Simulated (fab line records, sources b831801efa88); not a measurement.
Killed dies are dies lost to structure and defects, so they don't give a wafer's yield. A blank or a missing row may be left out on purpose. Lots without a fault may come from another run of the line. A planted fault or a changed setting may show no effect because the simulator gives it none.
Which tool did it? | flow sfq_line | 7 lots, 21 wafers sampled, at 2 steps of a route of 325

WHAT THE GAUGES READ, wafer by wafer
SFQ_I5_OVL_MEAS_936.
lot  | measured     | on         | I5_OVL (nm)
L897 | day 59 10:17 | overlay-01 | 3 8 -1
L899 | day 59 19:53 | overlay-02 | 7 0 5
L902 | day 60 17:46 | overlay-02 | -7 -2 -7
L904 | day 60 20:10 | overlay-01 | 2 3 -3
L907 | day 62 14:32 | overlay-01 | -5 0 -2
L909 | day 64 07:20 | overlay-02 | 4 9 -1
L917 | day 66 01:11 | overlay-01 | 4 10 12

WHICH TOOL RAN EACH LOT (tool, then ch and the chambers of the sampled wafers, then the start)
lot  | SFQ_TRILAYER_R5_DEP_SPUTTER_134
L897 | pvd_sputter-03, day 47 03:58
L899 | pvd_sputter-03, day 47 15:58
L902 | pvd_sputter-05, day 49 06:28
L904 | pvd_sputter-05, day 49 21:43
L907 | pvd_sputter-06, day 57 09:04
L909 | pvd_sputter-06, day 57 17:22
L917 | pvd_sputter-05, day 61 10:00
- SFQ_TRILAYER_R5_DEP_SPUTTER_134: material Ti, target thk 5 nm, time 5 s.

THE ANSWER, worked out from the rows above alone
Rule: what is usual is taken from the lots themselves. Put in order of their means at a reading, lots are off if they are a third of the lots or fewer, leave a main group of 4 or more, and stand apart from it by a gap of 3 or more times the standard deviation of the main group's means; of several such gaps the widest counts. A main group whose means are all the same, to the digits that the tables above print for the reading, isn't used. A lot without any number at a reading at which 4 lots or more have one is off too. The other lots that the step has rows for count as sound.
No lot is off at any reading shown: from this, nothing can be told.

WHAT THE SIMULATOR HAD PUT IN
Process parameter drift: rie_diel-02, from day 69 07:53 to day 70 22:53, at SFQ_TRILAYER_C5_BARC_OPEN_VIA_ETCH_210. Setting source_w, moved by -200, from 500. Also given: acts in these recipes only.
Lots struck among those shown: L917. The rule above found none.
